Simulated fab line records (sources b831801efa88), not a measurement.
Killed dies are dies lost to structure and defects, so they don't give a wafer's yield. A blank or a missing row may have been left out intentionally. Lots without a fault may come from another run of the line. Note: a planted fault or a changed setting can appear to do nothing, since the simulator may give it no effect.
fab line records -- flow sky130
record: lots: 12, wafers: 36, lastDay: 50
route steps=708 shown NWELL@66 VT_ADJUST_LVTN@104
lots that met no fault: from a run of the same line without faults
startH: hours from the record's first day to the start of the lot's first wafer shown -- waitH: hours from the lot's prior step to this one -- " repeats the value in the row above -- L1.1+2: a row that stands for several wafers -- - value missing, or start not given -- * or withheld: withheld -- < > ~ a bound
route shown NAME@n: NAME is a module with steps in the file, n the number in the route of the first one -- usual: mean/standard deviation of fault-free wafers -- same: alike in all rows -- chamber/n: place in a boat -- sites: per-site readings -- _std_site: standard deviation of those values -- _edge_site: outer sites' mean less inner sites' -- radiusMm: how far each site lies from the wafer's centre -- mask NAME#n: copy n -- behind: the last tool/chamber to shape the wafer -- hold: cause of the lot's hold/its duration in hours/its outcome -- device: the n, p or np transistor that did not switch -- end of line: at the end of the route, the tests of the same wafers -- a step given without rows: its recipe and nothing more -- killed: dies lost to structure and defects at the first sort, not the wafer's yield -- map: shows each die of a wafer: x if killed, . if not, _ if none is there
set.NAME: the run value of the setting; set.NAME@STEP: its run value at that earlier step -- model.NAME: the simulator's own value behind a step, which no gauge read
a sample of lots followed through the steps of the route, with each step as a table and each wafer as a row
services: from which hour (startH, from the record's first day; less than 0 if before it) a tool's chamber was out of use, for how many hours, and why
== steps ==
step: SKY_NWELL_IMPLANT_13
recipe: species: P, energyKev: 50, doseCm2: 7e+11, tiltDeg: withheld
usual: doseIonsCm2: 6.998e+11/7.9e+08, endStationPressureTorr: 5.03e-06/2.4e-07, faradayCurrentUA: 3.95/0.074
lot.wafer,tool,chamber,startH,waitH,doseIonsCm2,endStationPressureTorr,faradayCurrentUA
L362.1,implanter-01,0,87.12,0.1,6.989e+11,4.47e-06,3.87
L362.3,implanter-01,0,87.12,0.1,6.994e+11,5.25e-06,3.97
L362.6,implanter-01,0,87.12,0.1,6.987e+11,5.22e-06,4.05
L364.1,implanter-01,0,97.17,0.1,7.01e+11,4.74e-06,4.02
L364.3,implanter-01,0,97.17,0.1,6.993e+11,5.39e-06,3.88
L364.4,implanter-01,0,97.17,0.1,6.999e+11,4.8e-06,4.06
L365.1,implanter-01,0,102.04,0.1,7.003e+11,5.3e-06,3.87
L365.2,implanter-01,0,102.04,0.1,6.988e+11,4.93e-06,4.00
L365.5,implanter-01,0,102.04,0.1,7.002e+11,5e-06,3.96
L366.1,implanter-01,0,109.87,0.1,7.002e+11,5.13e-06,3.75
L366.3,implanter-01,0,109.87,0.1,7.002e+11,4.42e-06,3.96
L366.6,implanter-01,0,109.87,0.1,6.975e+11,5.16e-06,3.96
L367.3,implanter-04,0,114.91,0.1,6.985e+11,4.96e-06,3.91
L367.4,implanter-04,0,114.91,0.1,6.992e+11,4.94e-06,3.94
L367.5,implanter-04,0,114.91,0.1,7.001e+11,4.81e-06,3.96
L368.2,implanter-01,0,121.86,0.1,2.354e+11,4.94e-06,1.34
L368.3,implanter-01,0,121.86,0.1,2.369e+11,5.42e-06,1.31
L368.4,implanter-01,0,121.86,0.1,2.367e+11,4.88e-06,1.32
L370.1,implanter-01,0,133.67,0.1,2.358e+11,4.88e-06,1.33
L370.2,implanter-01,0,133.67,0.1,2.355e+11,5.11e-06,1.34
L370.3,implanter-01,0,133.67,0.1,2.354e+11,4.97e-06,1.36
L371.3,implanter-03,0,137.57,0.1,6.997e+11,5e-06,3.94
L371.4,implanter-03,0,137.57,0.1,6.993e+11,5.18e-06,3.91
L371.5,implanter-03,0,137.57,0.1,7.002e+11,4.89e-06,4.00
L377.3,implanter-04,0,180.56,0.1,7.004e+11,4.83e-06,3.76
L377.4,implanter-04,0,180.56,0.1,6.988e+11,5.13e-06,3.89
L377.5,implanter-04,0,180.56,0.1,6.997e+11,4.94e-06,3.90
L378.1,implanter-03,0,180.77,0.1,6.997e+11,5.33e-06,3.99
L378.2,implanter-03,0,180.77,0.1,7.002e+11,5.39e-06,3.96
L378.3,implanter-03,0,180.77,0.1,7.013e+11,5.11e-06,3.96
L383.2,implanter-01,0,213.69,0.1,7.002e+11,4.77e-06,3.91
L383.4,implanter-01,0,213.69,0.1,6.996e+11,4.88e-06,3.97
L383.5,implanter-01,0,213.69,0.1,7e+11,4.57e-06,3.88
L385.3,implanter-04,0,222.91,0.1,6.998e+11,4.93e-06,3.99
L385.4,implanter-04,0,222.91,0.1,6.996e+11,5.53e-06,4.07
L385.6,implanter-04,0,222.91,0.1,6.995e+11,4.77e-06,3.87
step: SKY_NWELL_RS_MEAS_29
recipe: thkMeasGauge: four-point-probe
usual: NWELL_RS: 624.2/1.8
lot.wafer,tool,chamber,startH,waitH,NWELL_RS[ohm/sq]
L362.1,filmMetro-04,-,105.68,0.1,623.9
L362.3,filmMetro-04,-,105.68,0.1,625.0
L362.6,filmMetro-04,-,105.68,0.1,623.3
L364.1,filmMetro-03,-,115.38,0.1,626.7
L364.3,filmMetro-03,-,115.38,0.1,625.6
L364.4,filmMetro-03,-,115.38,0.1,626.3
L365.1,filmMetro-03,-,119.90,0.1,626.1
L365.2,filmMetro-03,-,119.90,0.1,625.4
L365.5,filmMetro-03,-,119.90,0.1,624.4
L366.1,filmMetro-03,-,128.17,0.1,625.3
L366.3,filmMetro-03,-,128.17,0.1,625.7
L366.6,filmMetro-03,-,128.17,0.1,626.7
L367.3,filmMetro-04,-,134.23,0.1,622.1
L367.4,filmMetro-04,-,134.23,0.1,622.3
L367.5,filmMetro-04,-,134.23,0.1,621.2
L368.2,filmMetro-03,-,141.81,0.1,639.9
L368.3,filmMetro-03,-,141.81,0.1,638.6
L368.4,filmMetro-03,-,141.81,0.1,638.0
L370.1,filmMetro-03,-,153.07,0.1,641.3
L370.2,filmMetro-03,-,153.07,0.1,642.5
L370.3,filmMetro-03,-,153.07,0.1,643.2
L371.3,filmMetro-01,-,156.67,0.1,626.1
L371.4,filmMetro-01,-,156.67,0.1,628.3
L371.5,filmMetro-01,-,156.67,0.1,624.9
L377.3,filmMetro-03,-,201.63,0.1,626.4
L377.4,filmMetro-03,-,201.63,0.1,625.0
L377.5,filmMetro-03,-,201.63,0.1,627.1
L378.1,filmMetro-04,-,201.93,0.1,623.5
L378.2,filmMetro-04,-,201.93,0.1,621.2
L378.3,filmMetro-04,-,201.93,0.1,621.9
L383.2,filmMetro-03,-,236.60,0.1,622.9
L383.4,filmMetro-03,-,236.60,0.1,621.8
L383.5,filmMetro-03,-,236.60,0.1,620.2
L385.3,filmMetro-01,-,246.44,0.1,625.5
L385.4,filmMetro-01,-,246.44,0.1,625.4
L385.6,filmMetro-01,-,246.44,0.1,626.0
step: SKY_VT_ADJUST_LVTN_OVL_MEAS_07
usual: VT_ADJUST_LVTN_OVL: -1.4/1.4
lot.wafer,tool,chamber,startH,waitH,VT_ADJUST_LVTN_OVL[nm]
L362.1,overlay-02,-,142.10,-,-1.4
L362.3,overlay-02,-,142.10,-,-2.0
L362.6,overlay-02,-,142.10,-,-1.0
L364.1,overlay-01,-,153.55,-,-2.8
L364.3,overlay-01,-,153.55,-,-0.1
L364.4,overlay-01,-,153.55,-,-1.8
L365.1,overlay-02,-,158.13,-,-2.8
L365.2,overlay-02,-,158.13,-,-0.1
L365.5,overlay-02,-,158.13,-,0.0
L366.1,overlay-01,-,166.62,-,-4.3
L366.3,overlay-01,-,166.62,-,-3.4
L366.6,overlay-01,-,166.62,-,-1.9
L367.3,overlay-02,-,173.44,-,-1.4
L367.4,overlay-02,-,173.44,-,-0.3
L367.5,overlay-02,-,173.44,-,-2.3
L368.2,overlay-02,-,182.21,-,0.3
L368.3,overlay-02,-,182.21,-,0.1
L368.4,overlay-02,-,182.21,-,-2.9
L370.1,overlay-01,-,195.05,-,0.8
L370.2,overlay-01,-,195.05,-,-0.4
L370.3,overlay-01,-,195.05,-,0.1
L371.3,overlay-01,-,198.28,-,-3.4
L371.4,overlay-01,-,198.28,-,-2.2
L371.5,overlay-01,-,198.28,-,-2.4
L377.3,overlay-02,-,246.91,-,-3.2
L377.4,overlay-02,-,246.91,-,-2.5
L377.5,overlay-02,-,246.91,-,-1.8
L378.1,overlay-02,-,247.88,-,-3.1
L378.2,overlay-02,-,247.88,-,-2.4
L378.3,overlay-02,-,247.88,-,0.0
L383.2,overlay-01,-,284.73,-,0.3
L383.4,overlay-01,-,284.73,-,-0.4
L383.5,overlay-01,-,284.73,-,-0.4
L385.3,overlay-01,-,295.56,-,-0.5
L385.4,overlay-01,-,295.56,-,-1.7
L385.6,overlay-01,-,295.56,-,0.2
step: SKY_VT_ADJUST_LVTN_STRIP_20
recipe: chemistry: O2/N2, powerW: 1400, pressureMtorr: 1500, platenTempC: withheld, o2FlowSccm: 3000, n2FlowSccm: 300, overashFraction: 0.5
usual: drypumpMotorCurrentA: 5.6/0.45, oesProductAu: 0.716/0.0044, stripTimeToEndpointS: 14.18/0.047
lot.wafer,tool,chamber,startH,waitH,drypumpMotorCurrentA,oesProductAu,rfHoursCounterH,stripTimeToEndpointS
L362.1,plasmaAsher-03,0,162.01,0.1,5.6,0.718,4,14.13
L362.3,plasmaAsher-03,1,162.01,0.1,5.1,0.717,-,14.13
L362.6,plasmaAsher-03,1,162.01,0.1,5.1,0.713,-,14.11
L364.1,plasmaAsher-02,0,173.91,0.1,5.4,0.709,40,14.19
L364.3,plasmaAsher-02,0,173.91,0.1,5.3,0.716,-,14.21
L364.4,plasmaAsher-02,1,173.91,0.1,6.3,0.715,-,14.19
L365.1,plasmaAsher-03,1,178.11,0.1,5.1,0.711,6,14.17
L365.2,plasmaAsher-03,0,178.11,0.1,5.6,0.720,6,14.21
L365.5,plasmaAsher-03,0,178.11,0.1,5.6,0.713,-,14.17
L366.1,plasmaAsher-02,1,187.86,0.1,6.3,0.724,41,14.16
L366.3,plasmaAsher-02,1,187.86,0.1,6.4,0.715,-,14.14
L366.6,plasmaAsher-02,0,187.86,0.1,5.3,0.722,-,14.10
L367.3,plasmaAsher-01,0,195.15,0.1,5.3,0.719,-,14.16
L367.4,plasmaAsher-01,1,195.15,0.1,6.1,0.720,-,14.17
L367.5,plasmaAsher-01,1,195.15,0.1,6.1,0.711,-,14.18
L368.2,plasmaAsher-02,0,203.71,0.1,5.4,0.722,43,14.22
L368.3,plasmaAsher-02,1,203.71,0.1,6.4,0.711,-,14.22
L368.4,plasmaAsher-02,0,203.71,0.1,5.4,0.714,-,14.21
L370.1,plasmaAsher-02,1,216.84,0.1,6.3,0.711,44,14.23
L370.2,plasmaAsher-02,0,216.84,0.1,5.3,0.711,44,14.24
L370.3,plasmaAsher-02,0,216.84,0.1,5.3,0.719,-,14.20
L371.3,plasmaAsher-02,0,219.99,0.1,5.3,0.720,-,14.16
L371.4,plasmaAsher-02,1,219.99,0.1,6.4,0.710,-,14.14
L371.5,plasmaAsher-02,1,219.99,0.1,6.4,0.720,-,14.15
L377.3,plasmaAsher-03,1,271.52,0.1,5.1,0.715,-,14.16
L377.4,plasmaAsher-03,0,271.52,0.1,5.6,0.716,-,14.14
L377.5,plasmaAsher-03,0,271.52,0.1,5.6,0.715,-,14.17
L378.1,plasmaAsher-02,1,272.61,0.1,6.3,0.712,50,14.16
L378.2,plasmaAsher-02,0,272.61,0.1,5.3,0.718,50,14.15
L378.3,plasmaAsher-02,0,272.61,0.1,5.3,0.721,-,14.12
L383.2,plasmaAsher-01,0,310.11,0.1,5.4,0.718,64,14.16
L383.4,plasmaAsher-01,0,310.11,0.1,5.4,0.721,-,14.12
L383.5,plasmaAsher-01,1,310.11,0.1,6.1,0.719,-,14.13
L385.3,plasmaAsher-03,0,320.85,0.1,5.6,0.720,-,14.21
L385.4,plasmaAsher-03,1,320.85,0.1,5.1,0.723,-,14.19
L385.6,plasmaAsher-03,1,320.85,0.1,5.1,0.721,-,14.21
step: SKY_VT_ADJUST_LVTN_TW_MEAS_21
usual: VT_ADJUST_LVTN_2_TW: 187/3.3
lot.wafer,tool,chamber,startH,waitH,VT_ADJUST_LVTN_2_TW
L362.1,filmMetro-02,-,162.11,0.1,186
L362.3,filmMetro-02,-,162.11,0.1,188
L362.6,filmMetro-02,-,162.11,0.1,186
L364.1,filmMetro-03,-,174.01,0.1,190
L364.3,filmMetro-03,-,174.01,0.1,189
L364.4,filmMetro-03,-,174.01,0.1,189
L365.1,filmMetro-03,-,178.21,0.1,189
L365.2,filmMetro-03,-,178.21,0.1,189
L365.5,filmMetro-03,-,178.21,0.1,189
L366.1,filmMetro-03,-,187.96,0.1,190
L366.3,filmMetro-03,-,187.96,0.1,189
L366.6,filmMetro-03,-,187.96,0.1,190
L367.3,filmMetro-01,-,195.23,0.1,182
L367.4,filmMetro-01,-,195.23,0.1,182
L367.5,filmMetro-01,-,195.23,0.1,183
L368.2,filmMetro-01,-,203.82,0.1,184
L368.3,filmMetro-01,-,203.82,0.1,184
L368.4,filmMetro-01,-,203.82,0.1,183
L370.1,filmMetro-03,-,216.94,0.1,191
L370.2,filmMetro-03,-,216.94,0.1,191
L370.3,filmMetro-03,-,216.94,0.1,192
L371.3,filmMetro-01,-,220.08,0.1,183
L371.4,filmMetro-01,-,220.08,0.1,184
L371.5,filmMetro-01,-,220.08,0.1,183
L377.3,filmMetro-02,-,271.61,0.1,187
L377.4,filmMetro-02,-,271.61,0.1,187
L377.5,filmMetro-02,-,271.61,0.1,186
L378.1,filmMetro-03,-,272.71,0.1,191
L378.2,filmMetro-03,-,272.71,0.1,191
L378.3,filmMetro-03,-,272.71,0.1,191
L383.2,filmMetro-01,-,310.22,0.1,183
L383.4,filmMetro-01,-,310.22,0.1,183
L383.5,filmMetro-01,-,310.22,0.1,183
L385.3,filmMetro-02,-,320.93,0.1,187
L385.4,filmMetro-02,-,320.93,0.1,187
L385.6,filmMetro-02,-,320.93,0.1,187
== services ==
tool,chamber,startH,hours,kind
implanter-01,-,82.29,2.8,repair
implanter-04,-,106.46,1.2,repair
plasmaAsher-03,-,108.84,9.0,pm
plasmaAsher-03,0,108.84,9.0,ventCycle
plasmaAsher-03,1,108.84,9.0,ventCycle
plasmaAsher-02,-,115.57,2.8,pm
plasmaAsher-03,0,117.84,-,clean
plasmaAsher-03,1,117.84,-,clean
implanter-03,-,131.61,3.2,pm
implanter-03,-,139.06,3.4,repair
implanter-03,-,146.76,5.8,repair
implanter-03,-,184.48,2.4,repair
implanter-04,-,192.85,3.6,pm
implanter-04,-,213.52,4.1,pm
implanter-01,-,224.24,0.8,repair
plasmaAsher-02,-,246.71,0.5,repair
implanter-04,-,249.08,0.6,repair
plasmaAsher-03,-,261.78,2.6,repair
implanter-01,-,275.73,3.3,repair
== key ==
firstSign: step: SKY_NWELL_IMPLANT_13, reading: doseIonsCm2, direction: down, sigmas: 99+, usual: *, struck: *
effect: step: SKY_NWELL_IMPLANT_13, reading: faradayCurrentUA, direction: down, sigmas: 36, usual: 3.95, struck: 1.33
effect: step: SKY_NWELL_RS_MEAS_29, reading: NWELL_RS, direction: up, sigmas: 9, usual: 624.2, struck: 640.6
metAt SKY_NWELL_IMPLANT_13
struckLots L368,L370
testerLeftOut L368,L370
notActingAt SKY_VT_ADJUST_LVTN_OVL_MEAS_07,SKY_VT_ADJUST_LVTN_STRIP_20,SKY_VT_ADJUST_LVTN_TW_MEAS_21
onsetBetween 109.87 121.86
fault: kind: processParameterDrift, tool: implanter-01, chamber: -, onsetH: 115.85, steps: SKY_NWELL_IMPLANT_13, channel: doseCm2, offset: *, shape: step, endH: 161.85, actsIn: *, stated: *
testerLeftOut: of these lots the tester's yield and bins aren't shown, on N5 and GAA mostly nor the transistor test; their killed dies are dies lost to structure and defects alone, not to doping, threshold or leakage, so they don't give the yield
